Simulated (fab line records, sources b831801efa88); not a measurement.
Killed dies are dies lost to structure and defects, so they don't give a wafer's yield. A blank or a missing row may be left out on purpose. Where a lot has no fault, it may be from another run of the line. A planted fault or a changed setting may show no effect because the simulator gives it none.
Check for tools in common + flow sky130 + Lots sampled 13, wafers sampled 39

== REASON FOR OPENING ==
1 of 13 lots carry a flag on the reading LDD_HVP_TW at SKY_LDD_HVP_TW_MEAS_10. No-fault wafers: 460, standard deviation 5.5.
Rule: a lot is flagged in two cases, either no wafer of it has a number, or all its wafers with numbers fall more than 4 standard deviations from that mean. All remaining lots are regarded as sound.

| lot  | measured     | on            | LDD_HVP_TW, wafer by wafer | flag    |
|------|--------------|---------------|----------------------------|---------|
| L234 | day 22 17:24 | film-metro-04 | 455 452 453                |         |
| L236 | day 23 01:06 | film-metro-04 | 454 454 453                |         |
| L238 | day 23 02:58 | film-metro-02 | 466 464 467                |         |
| L237 | day 23 06:09 | film-metro-04 | 30 30 30                   | FLAGGED |
| L239 | day 23 14:52 | film-metro-02 | 466 466 466                |         |
| L240 | day 24 06:25 | film-metro-02 | 467 469 468                |         |
| L241 | day 24 17:43 | film-metro-04 | 455 455 455                |         |
| L247 | day 26 13:21 | film-metro-02 | 466 464 469                |         |
| L249 | day 27 10:43 | film-metro-03 | 459 456 459                |         |
| L250 | day 27 17:59 | film-metro-03 | 457 458 458                |         |
| L253 | day 29 02:24 | film-metro-04 | 458 457 457                |         |
| L254 | day 29 22:00 | film-metro-03 | 461 460 460                |         |
| L256 | day 30 16:40 | film-metro-02 | 465 463 465                |         |
On average the flagged lots' numbers are 30, which is -430 against the usual, or -78 standard deviations.

== EACH LOT AND THE TOOL IT RAN ON ==
The record holds 1 process step before the reading, out of a route of 708 steps. Every cell lists first the tool, next ch and the chambers used by the sampled wafers, and last the start.
| lot  | flag    | SKY_LDD_HVP_EXPOSE_04               |
|------|---------|-------------------------------------|
| L234 |         | iline-stepper-01 ch 0, day 22 01:34 |
| L236 |         | iline-stepper-01 ch 0, day 22 09:43 |
| L238 |         | iline-stepper-01 ch 0, day 22 12:12 |
| L237 | FLAGGED | iline-stepper-02 ch 0, day 22 15:25 |
| L239 |         | iline-stepper-02 ch 0, day 23 00:35 |
| L240 |         | iline-stepper-02 ch 0, day 23 15:25 |
| L241 |         | iline-stepper-02 ch 0, day 24 03:38 |
| L247 |         | iline-stepper-01 ch 0, day 25 22:14 |
| L249 |         | iline-stepper-01 ch 0, day 26 20:28 |
| L250 |         | iline-stepper-02 ch 0, day 27 03:56 |
| L253 |         | iline-stepper-01 ch 0, day 28 11:54 |
| L254 |         | iline-stepper-02 ch 0, day 29 07:41 |
| L256 |         | iline-stepper-02 ch 0, day 30 01:58 |
What is done by these steps:
- SKY_LDD_HVP_EXPOSE_04: exposes mask HVPTM, target cd 700 nm.
- SKY_LDD_HVP_TW_MEAS_10

== FLAGGED OVER TOTAL, TOOL BY TOOL (the gauges that took the reading come last) ==
| step                   | tool             | lots run | flagged | share of the flagged lots | sound lots run after its first flagged lot |
|------------------------|------------------|----------|---------|---------------------------|--------------------------------------------|
| SKY_LDD_HVP_EXPOSE_04  | iline-stepper-01 | 6        | 0       | none                      | -                                          |
| SKY_LDD_HVP_EXPOSE_04  | iline-stepper-02 | 7        | 1       | all                       | 6 (L239,L240,L241,L250,L254,L256)          |
| SKY_LDD_HVP_TW_MEAS_10 | film-metro-02    | 5        | 0       | none                      | -                                          |
| SKY_LDD_HVP_TW_MEAS_10 | film-metro-03    | 3        | 0       | none                      | -                                          |
| SKY_LDD_HVP_TW_MEAS_10 | film-metro-04    | 5        | 1       | all                       | 2 (L241,L253)                              |

== THE TABLE: WHAT IT ALLOWS ==
iline-stepper-02 at SKY_LDD_HVP_EXPOSE_04 and film-metro-04 at SKY_LDD_HVP_TW_MEAS_10 are the 2 rows of the table that ran each flagged lot.
- iline-stepper-02 at SKY_LDD_HVP_EXPOSE_04 ran 7 lots, 1 of them flagged. Sound lots ran on it after the first flagged one (L239, L240, L241, L250, L254, L256), which a lasting fault on the whole tool wouldn't allow.
- film-metro-04 at SKY_LDD_HVP_TW_MEAS_10 ran 5 lots, 1 of them flagged. Sound lots ran on it after the first flagged one (L241, L253), which a lasting fault on the whole tool wouldn't allow.
Not one row of the table ran every flagged lot while running no sound lot after the first.

== WHAT THE SIMULATOR PUT IN ==
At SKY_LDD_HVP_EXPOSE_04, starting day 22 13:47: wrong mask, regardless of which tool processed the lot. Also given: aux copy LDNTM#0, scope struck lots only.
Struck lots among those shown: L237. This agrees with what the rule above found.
